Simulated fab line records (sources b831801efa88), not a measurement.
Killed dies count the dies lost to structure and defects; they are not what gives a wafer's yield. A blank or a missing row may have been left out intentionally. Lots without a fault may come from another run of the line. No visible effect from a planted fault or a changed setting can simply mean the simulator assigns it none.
A lot that was struck, set against a sound lot :: flow sky130 :: 21 steps out of a route of 708
Sound: the wafers L235.1, L235.5, L235.6. Struck: wafers L244.1, L244.4, L244.6. The cause is named last.
Each step with rows lists, per side, the tool, then ch with its chambers, then its first start. Under that, the readings that differ: sound wafers :: struck wafers :: difference of the means :: sigmas: that difference in standard deviations of wafers without a fault.
alike: readings with means less than 2 such deviations apart, plus words and numbers identical on both sides. not compared: withheld readings, readings lacking a value on some wafer, bounds such as >300 that could conceal the same value, and numbers that have no deviation in the record and whose values overlap.
The two part at a step that has a row with sigmas, a row that says differs or no value, or rows on one side only. Numbers that don't overlap but have no deviation are shown without sigmas and don't part them. A reading that every wafer of one side lacks parts them only if that side has two wafers or more.

SKY_POLY_GATE_THK_MEAS_21:
  sound on film-metro-04, day 18 00:34; struck on film-metro-03, day 23 03:27
  alike: POLY_GATE_OXIDATION_THK
SKY_POLY_GATE_CD_MEAS_22:
  sound on cd-sem-02, day 18 00:38; struck on cd-sem-02, day 23 03:31
  alike: cd-nm
then, 7 steps without rows for these wafers: SKY_LDD_N_DEHYDRATE_00 (time 60 s); SKY_LDD_N_HMDS_01 (prime time 60 s); SKY_LDD_N_COAT_02 (resist thk 300 nm); SKY_LDD_N_SOFTBAKE_03 (time 60 s); SKY_LDD_N_EXPOSE_04 (exposes mask NTM, target cd 840 nm); SKY_LDD_N_PEB_05; SKY_LDD_N_DEVELOP_06 (develop time 60 s).
SKY_LDD_N_OVL_MEAS_07:
  sound on overlay-02, day 19 07:35; struck on overlay-02, day 24 07:50
  alike: LDD_N_OVL
then, 2 steps without rows for these wafers: SKY_LDD_N_IMPLANT_08; SKY_LDD_N_IMPLANT_09.
SKY_LDD_N_IMPLANT_10:
  sound on implanter-03 ch 0, day 19 07:55; struck on implanter-03 ch 0, day 24 08:10
reading: implant-ion-amu
sound: 75 75 75
struck: 31 31 31
difference: -44
sigmas: 

reading: model.implant.rp-nm (nm)
sound: 15.45 15.45 15.45
struck: 28.04 28.04 28.04
difference: +12.59
sigmas: 

reading: model.implant.drp-nm (nm)
sound: 7.212 7.212 7.212
struck: 12.97 12.97 12.97
difference: +5.76
sigmas: 
then, 5 steps without rows for these wafers: SKY_LDD_N_IMPLANT_11; SKY_LDD_N_IMPLANT_12; SKY_LDD_N_IMPLANT_13; SKY_LDD_N_IMPLANT_14; SKY_LDD_N_IMPLANT_15.
SKY_LDD_N_STRIP_16: strips in O2/N2.
  sound on plasma-asher-01 ch 0,1, day 19 08:49; struck on plasma-asher-04 ch 0,1, day 24 09:04
reading: strip-time-to-endpoint-s (s)
sound: 4.300 4.330 4.309
struck: 4.225 4.229 4.215
difference: -0.090
sigmas: -7
  alike: drypump-motor-current-A, oes-product-au
  not compared: rf-hours-counter-h
SKY_LDD_N_TW_MEAS_17:
  sound on film-metro-02, day 19 08:55; struck on film-metro-01, day 24 09:10
reading: LDD_N_TW
sound: 2569 2562 2587
struck: 2477 2481 2465
difference: -98
sigmas: -4
-- here the record skips 26 days between the struck wafers' starts before and after, leaving off in module LDD_N and picking up in module PAD_OPEN (first step shown: number 708 of the route) --
SKY_PAD_OPEN_PROBE_99:
  sound on prober-02, day 46 23:58; struck on prober-02, day 50 02:40
reading: model.etest.tip-n.rs-ohm-sq
sound: 444.1 438 444.5
struck: 387.6 389.2 386.6
difference: -54.4
sigmas: 

reading: model.etest.nfet_01v8_lvt.drive-ua-um
sound: 581 583.5 581.1
struck: 625.4 613.9 628.1
difference: +40.6
sigmas: 

reading: model.etest.nfet_01v8_turned.drive-ua-um
sound: 509.4 507.4 510
struck: 549 540.3 557.6
difference: +40
sigmas: 

reading: model.etest.nfet_01v8.drive-ua-um
sound: 507.2 509.7 510.8
struck: 546.9 537.4 548.5
difference: +35.0
sigmas: 

reading: model.etest.nfet_01v8_swapped.drive-ua-um
sound: 513 510.8 505.6
struck: 541 529.9 539.6
difference: +27
sigmas: 

reading: model.etest.res-ndiff.rs-ohm-sq
sound: 122.6 121.5 122
struck: 119.2 118.6 118.8
difference: -3.2
sigmas: 
  alike: killed_at_M0_to_M3, killed_at_M4_up, killed-at-contacts, killed-at-front-end, killed-at-other, killed-dies, killed-on-rim, killed-open, killed-short
  not compared: model.etest.sram-nfet-pass.drive-ua-um, model.etest.nfet_01v8.r-on-ohm-um

WHERE THEY PART
Last at SKY_LDD_N_TW_MEAS_17 as far as this record goes, first at SKY_LDD_N_STRIP_16. Later steps at which nothing parts them and some readings are alike: SKY_PAD_OPEN_PROBE_99.

WHY: the cause the simulator had injected
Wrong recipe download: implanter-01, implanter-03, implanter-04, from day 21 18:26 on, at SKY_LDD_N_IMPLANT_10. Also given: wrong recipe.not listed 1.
